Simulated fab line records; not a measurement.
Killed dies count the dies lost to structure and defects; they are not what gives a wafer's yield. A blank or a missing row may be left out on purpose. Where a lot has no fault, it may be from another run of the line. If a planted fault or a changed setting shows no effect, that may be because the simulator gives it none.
Chamber matching || flow sky130 || SKY_VIA1_ETCH_15 on rie_diel-04: 4 sister chambers
The step etches SiO2 in C4F8/O2/Ar, stops on TiN, target depth 351 nm, time 54 s. 8 wafers are shown with their chamber, then 9 later ones without.

WAFERS, EACH WITH ITS CHAMBER
{"wafer": "L081.4", "chamber": 1, "oes_product_au (a.u.)": 0.979}
{"wafer": "L084.5", "chamber": 2, "oes_product_au (a.u.)": 0.971}
{"wafer": "L090.1", "chamber": 2, "oes_product_au (a.u.)": 0.984}
{"wafer": "L090.5", "chamber": 0, "oes_product_au (a.u.)": 0.990}
{"wafer": "L090.6", "chamber": 3, "oes_product_au (a.u.)": 0.979}
{"wafer": "L092.1", "chamber": 1, "oes_product_au (a.u.)": 0.994}
{"wafer": "L092.2", "chamber": 0, "oes_product_au (a.u.)": 0.983}
{"wafer": "L092.6", "chamber": 3, "oes_product_au (a.u.)": 0.975}

WAFERS WHOSE CHAMBER IS MISSING
{"wafer": "L093.1", "oes_product_au (a.u.)": 0.978}
{"wafer": "L093.2", "oes_product_au (a.u.)": 0.992}
{"wafer": "L093.3", "oes_product_au (a.u.)": 0.984}
{"wafer": "L093.4", "oes_product_au (a.u.)": 0.976}
{"wafer": "L093.5", "oes_product_au (a.u.)": 0.962}
{"wafer": "L093.6", "oes_product_au (a.u.)": 0.986}
{"wafer": "L096.2", "oes_product_au (a.u.)": 0.979}
{"wafer": "L096.3", "oes_product_au (a.u.)": 0.974}
{"wafer": "L096.4", "oes_product_au (a.u.)": 0.984}

EACH ONE'S CHAMBER
{"wafer": "L093.1", "from the rows above": "can't be placed: 2 or 3 or 0 or 1", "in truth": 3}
{"wafer": "L093.2", "from the rows above": "can't be placed: 0 or 1 or 2 or 3", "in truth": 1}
{"wafer": "L093.3", "from the rows above": "can't be placed: 0 or 1 or 2 or 3", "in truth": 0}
{"wafer": "L093.4", "from the rows above": "can't be placed: 3 or 2 or 0 or 1", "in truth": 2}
{"wafer": "L093.5", "from the rows above": "can't be placed: 3 or 2 or 0 or 1", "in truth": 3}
{"wafer": "L093.6", "from the rows above": "can't be placed: 0 or 1 or 2 or 3", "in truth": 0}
{"wafer": "L096.2", "from the rows above": "can't be placed: 2 or 3 or 0 or 1", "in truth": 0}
{"wafer": "L096.3", "from the rows above": "can't be placed: 3 or 2 or 0 or 1", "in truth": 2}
{"wafer": "L096.4", "from the rows above": "can't be placed: 0 or 1 or 2 or 3", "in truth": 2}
0 of 9 placed correctly. From these rows, 9 cannot be placed; in 9 the true chamber is one of the candidates. Placed wrongly: 0.
How it was worked out, from the rows above alone: a wafer's distance from a chamber is the root of the sum, over the readings, of the square of ((its reading less the chamber's mean) divided by the reading's scatter). If the next closest chamber is less than 2 further off than the closest, the wafer can't be placed; otherwise it belongs to the closest. The mean given for a chamber averages the wafers shown for that chamber. The scatter: take each reading less its chamber's mean, square it, sum over the shown wafers, divide by the number of wafers less the number of chambers, and take the root.
